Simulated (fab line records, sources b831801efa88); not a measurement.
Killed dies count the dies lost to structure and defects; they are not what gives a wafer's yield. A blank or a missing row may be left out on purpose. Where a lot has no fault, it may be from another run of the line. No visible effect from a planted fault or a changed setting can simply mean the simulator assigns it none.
Which tool was responsible?	flow gf180mcu	11 lots with 33 wafers sampled at 6 steps, on a route of 602 steps

== WHAT EACH GAUGE READ, for each wafer ==
GF_V1_RS_MEAS_24: uses a four-point probe to measure. Usual: V1_W_RS 0.331 ohm/sq, standard deviation 0.0038.
lot	measured	on	V1_W_RS (ohm/sq)	flag
L739	day 18 02:25	film-metro-04	0.327 0.328 0.324	
L740	day 18 10:23	film-metro-04	0.330 0.332 0.335	
L744	day 20 05:34	film-metro-02	0.335 0.339 0.332	
L747	day 21 10:33	film-metro-02	0.335 0.330 0.332	
L750	day 22 07:25	film-metro-03	0.327 0.329 0.324	
L751	day 23 02:19	film-metro-02	0.327 0.327 0.329	
L753	day 23 12:34	film-metro-03	0.334 0.333 0.333	
L758	day 24 23:23	film-metro-02	0.341 0.337 0.338	
L760	day 25 14:27	film-metro-04	0.332 0.334 0.329	
L761	day 25 20:30	film-metro-04	0.326 0.329 0.326	
L762	day 26 02:45	film-metro-03	0.331 0.335 0.331	

GF_M2_RS_MEAS_05: uses a four-point probe to measure. Usual: M2_ALCU_RS 0.0696 ohm/sq, standard deviation 0.00073.
lot	measured	on	M2_ALCU_RS (ohm/sq)	flag
L739	day 18 03:10	film-metro-02	0.0704 0.0703 0.0702	
L740	day 18 11:05	film-metro-01	0.0691 0.0687 0.0687	
L744	day 20 06:16	film-metro-02	0.0705 0.0703 0.0700	
L747	day 21 11:15	film-metro-03	0.0697 0.0698 0.0698	
L750	day 22 08:07	film-metro-02	0.0706 0.0700 0.0695	
L751	day 23 03:01	film-metro-02	0.0532 0.0532 0.0531	OFF
L753	day 23 13:16	film-metro-01	0.0527 0.0526 0.0532	OFF
L758	day 25 00:08	film-metro-01	0.0684 0.0688 0.0696	
L760	day 25 15:09	film-metro-02	0.0693 0.0701 0.0696	
L761	day 25 21:12	film-metro-01	0.0698 0.0695 0.0695	
L762	day 26 03:27	film-metro-02	0.0694 0.0691 0.0694	

GF_M2_THK_MEAS_06: measures by xrf. Usual: M2_ALCU_THK 458 nm, standard deviation 5.4.
lot	measured	on	M2_ALCU_THK (nm)	flag
L739	day 18 03:17	film-metro-02	457 457 456	
L740	day 18 11:12	film-metro-01	461 462 464	
L744	day 20 06:22	film-metro-02	456 457 458	
L747	day 21 11:22	film-metro-03	452 451 449	
L750	day 22 08:14	film-metro-02	454 455 459	
L751	day 23 03:08	film-metro-02	600 600 602	OFF
L753	day 23 13:23	film-metro-01	604 604 598	OFF
L758	day 25 00:16	film-metro-01	463 460 454	
L760	day 25 15:16	film-metro-02	459 456 457	
L761	day 25 21:19	film-metro-01	454 458 457	
L762	day 26 03:34	film-metro-02	461 462 461	

== WHICH TOOL RAN EACH LOT (tool, then ch and the chambers of the sampled wafers, then the start) ==
lot	GF_M2_SPUTTER_01	GF_M2_SPUTTER_02	GF_M2_SPUTTER_03
L739	pvd-sputter-02, day 18 03:02	pvd-sputter-02, day 18 03:04	pvd-sputter-02, day 18 03:06
L740	pvd-sputter-04, day 18 10:58	pvd-sputter-04, day 18 10:59	pvd-sputter-04, day 18 11:01
L744	pvd-sputter-03, day 20 06:05	pvd-sputter-03, day 20 06:07	pvd-sputter-03, day 20 06:09
L747	pvd-sputter-02, day 21 11:08	pvd-sputter-02, day 21 11:10	pvd-sputter-02, day 21 11:11
L750	pvd-sputter-04, day 22 07:59	pvd-sputter-04, day 22 08:01	pvd-sputter-04, day 22 08:03
L751	pvd-sputter-04, day 23 02:53	pvd-sputter-04, day 23 02:55	pvd-sputter-04, day 23 02:57
L753	pvd-sputter-04, day 23 13:08	pvd-sputter-04, day 23 13:10	pvd-sputter-04, day 23 13:11
L758	pvd-sputter-03, day 25 00:01	pvd-sputter-03, day 25 00:03	pvd-sputter-03, day 25 00:05
L760	pvd-sputter-03, day 25 15:01	pvd-sputter-03, day 25 15:02	pvd-sputter-03, day 25 15:04
L761	pvd-sputter-02, day 25 21:04	pvd-sputter-02, day 25 21:05	pvd-sputter-02, day 25 21:07
L762	pvd-sputter-03, day 26 03:19	pvd-sputter-03, day 26 03:20	pvd-sputter-03, day 26 03:22
- GF_M2_SPUTTER_01: material TiN, target thk 30 nm, time 25 s.
- GF_M2_SPUTTER_02: material AlCu, target thk 450 nm, time 23.9 s.
- GF_M2_SPUTTER_03: material Ti, target thk 10 nm, time 6.7 s.

== WHAT THE TOOLS THEMSELVES READ (means of the sampled wafers that have a number; where no wafer has one, the mark that the record gives instead) ==
GF_M2_SPUTTER_01. Usual: cathode-dc-power-W 6500.1 W, standard deviation 1.2; throttle-valve-pct 29.9 %, standard deviation 1.
lot	tool	cathode-dc-power-W (W)	throttle-valve-pct (%)	flag
L739	pvd-sputter-02	6499.8	30.3	
L740	pvd-sputter-04	6500.8	29.5	
L744	pvd-sputter-03	6499.6	29.9	
L747	pvd-sputter-02	6500.1	30.1	
L750	pvd-sputter-04	6499.8	30.3	
L751	pvd-sputter-04	6500.6	28.7	
L753	pvd-sputter-04	6501.0	29.5	
L758	pvd-sputter-03	6501.2	30.6	
L760	pvd-sputter-03	6501.0	30.7	
L761	pvd-sputter-02	6499.9	29.8	
L762	pvd-sputter-03	6498.2	30.2	

GF_M2_SPUTTER_02. Usual: cathode-dc-power-W 10600 W, standard deviation 2; throttle-valve-pct 29.9 %, standard deviation 1.
lot	tool	cathode-dc-power-W (W)	throttle-valve-pct (%)	flag
L739	pvd-sputter-02	10601	30.1	
L740	pvd-sputter-04	10597	29.5	
L744	pvd-sputter-03	10599	29.9	
L747	pvd-sputter-02	10600	30.1	
L750	pvd-sputter-04	10600	30.4	
L751	pvd-sputter-04	13882	28.5	OFF
L753	pvd-sputter-04	13883	29.4	OFF
L758	pvd-sputter-03	10600	30.8	
L760	pvd-sputter-03	10600	30.6	
L761	pvd-sputter-02	10599	30.0	
L762	pvd-sputter-03	10601	30.1	

GF_M2_SPUTTER_03. Usual: cathode-dc-power-W 3000.0 W, standard deviation 0.55; throttle-valve-pct 29.9 %, standard deviation 1.
lot	tool	cathode-dc-power-W (W)	throttle-valve-pct (%)	flag
L739	pvd-sputter-02	3000.1	30.2	
L740	pvd-sputter-04	2999.8	29.6	
L744	pvd-sputter-03	3000.1	29.8	
L747	pvd-sputter-02	3000.4	30.1	
L750	pvd-sputter-04	2999.9	30.2	
L751	pvd-sputter-04	2999.4	28.7	
L753	pvd-sputter-04	2999.6	29.4	
L758	pvd-sputter-03	3000.2	30.6	
L760	pvd-sputter-03	3000.2	30.6	
L761	pvd-sputter-02	3000.0	29.8	
L762	pvd-sputter-03	3000.1	30.2	

== THE ANSWER, worked out from the rows above alone ==
Rule: lot off if the mean of its wafers having a number is beyond 3 standard deviations from the usual mean. Also off: a lot with no number at a reading for which 4 or more lots have one. All remaining lots with rows at the step are treated as sound. Order of review: gauges by route order, followed by the tools' own readings, for which a lot's mean as printed above is used. At the first step where some lot is off, the reading lying furthest off is the one used; lots without a number count as furthest.
Off: L751, L753, at GF_M2_RS_MEAS_05 (M2_ALCU_RS).
A tool fits if, at a process step before that reading, it ran every lot that is off, and no sound lot after the first of them. The gauges at GF_M2_RS_MEAS_05 aren't tried: what is off there is off at GF_M2_SPUTTER_02 too, on other tools, and a gauge's error can't cause that. One fits: pvd-sputter-04 at GF_M2_SPUTTER_01 and GF_M2_SPUTTER_02 and GF_M2_SPUTTER_03. At GF_M2_SPUTTER_01 its last sound lot is L750 (day 22 07:59), its first lot that is off L751 (day 23 02:53): a fault that began between those two fits.

== WHAT THE SIMULATOR HAD INSERTED ==
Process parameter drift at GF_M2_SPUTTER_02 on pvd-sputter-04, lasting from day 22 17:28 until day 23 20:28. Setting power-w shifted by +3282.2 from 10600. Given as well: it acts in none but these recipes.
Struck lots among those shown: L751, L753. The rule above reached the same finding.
